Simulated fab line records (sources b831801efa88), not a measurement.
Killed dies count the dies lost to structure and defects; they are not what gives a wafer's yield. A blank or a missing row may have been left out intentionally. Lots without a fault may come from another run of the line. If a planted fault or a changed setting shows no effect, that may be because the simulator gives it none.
2 desks looking at one fault / flow sky130 / each desk has only its own numbers; what lay behind them comes last

## AT THE METROLOGY DESK
Means of the sampled wafers that have a number, per lot and without regard to the tool the lot ran on: this is what the gauges read. Any lot whose mean is over 4 standard deviations away from the usual mean is out of limits and marked OUT; that distance is given in the brackets.
Columns: A = DNWELL_TW at SKY_DNWELL_TW_MEAS_09, usual 1111; B = PWDE_RS at SKY_NWELL_RS_MEAS_31, usual 5274 ohm/sq; C = VIA2_W_RS at SKY_VIA2_RS_MEAS_22, usual 0.273 ohm/sq; D = VIA2_W_THK at SKY_VIA2_THK_MEAS_23, usual 413 nm
lot=L410; first seen here=day 3 21:07; A=1089; B=5233; C=0.318 (+12) OUT; D=368 (-7.4) OUT
lot=L412; first seen here=day 4 07:23; A=1118; B=5270; C=0.319 (+12) OUT; D=367 (-7.6) OUT
lot=L416; first seen here=day 5 04:23; A=1118; B=5284; C=0.275; D=410
lot=L421; first seen here=day 6 07:09; A=1098; B=5291; C=0.276; D=404
lot=L423; first seen here=day 6 18:19; A=1119; B=5260; C=0.271; D=413
lot=L424; first seen here=day 7 00:59; A=1090; B=5311; C=0.271; D=416
lot=L425; first seen here=day 7 08:43; A=1115; B=5284; C=0.279; D=409
lot=L428; first seen here=day 8 00:48; A=1095; B=5265; C=0.271; D=420
lot=L429; first seen here=day 8 07:31; A=1125; B=5267; C=0.268; D=425
lot=L430; first seen here=day 8 10:58; A=1130; B=5303; C=0.272; D=416
This desk reports L410, L412 out of limits; the earliest was L410 at day 37 05:20 (VIA2_W_RS at SKY_VIA2_RS_MEAS_22). L416, L421, L423, L424, L425, L428, L429, L430: within limits.

## AT THE TOOL OWNER'S DESK: cvd-w-01
The tool's own readings at SKY_VIA2_CVD_21 (deposits W, target thk 420 nm, time 126.4 s): means of the sampled wafers that have a number, for each lot that ran on this tool. Any lot whose mean is over 4 standard deviations away from the usual mean is out of limits and marked OUT; that distance is given in the brackets.
Columns: A = heater-power-w at SKY_VIA2_CVD_21, usual 877 W
lot=L410; first seen here=day 37 05:11; A=932
lot=L412; first seen here=day 37 18:10; A=925
lot=L423; first seen here=day 41 02:24; A=776
lot=L424; first seen here=day 41 11:37; A=837
lot=L428; first seen here=day 42 15:34; A=776
lot=L429; first seen here=day 43 01:09; A=829
lot=L430; first seen here=day 43 04:22; A=782
This desk found nothing out of limits on any of the 7 lots.

## BROUGHT TOGETHER
L410, L412 would have let the metrology desk raise an alarm at day 37 05:20.
The desk of the tool owner found nothing out of limits.
The tool owner's desk has L410, L412 on record, within its limits.
Every lot named ran SKY_VIA2_CVD_21 on cvd-w-01.

## WHAT THE SIMULATOR HAD INSERTED
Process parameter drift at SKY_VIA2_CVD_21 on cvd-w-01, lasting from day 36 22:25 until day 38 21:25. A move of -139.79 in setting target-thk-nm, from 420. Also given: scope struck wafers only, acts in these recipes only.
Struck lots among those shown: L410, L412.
Delay in hours, fault start to first out-of-limits reading, per desk: metrology desk 7.
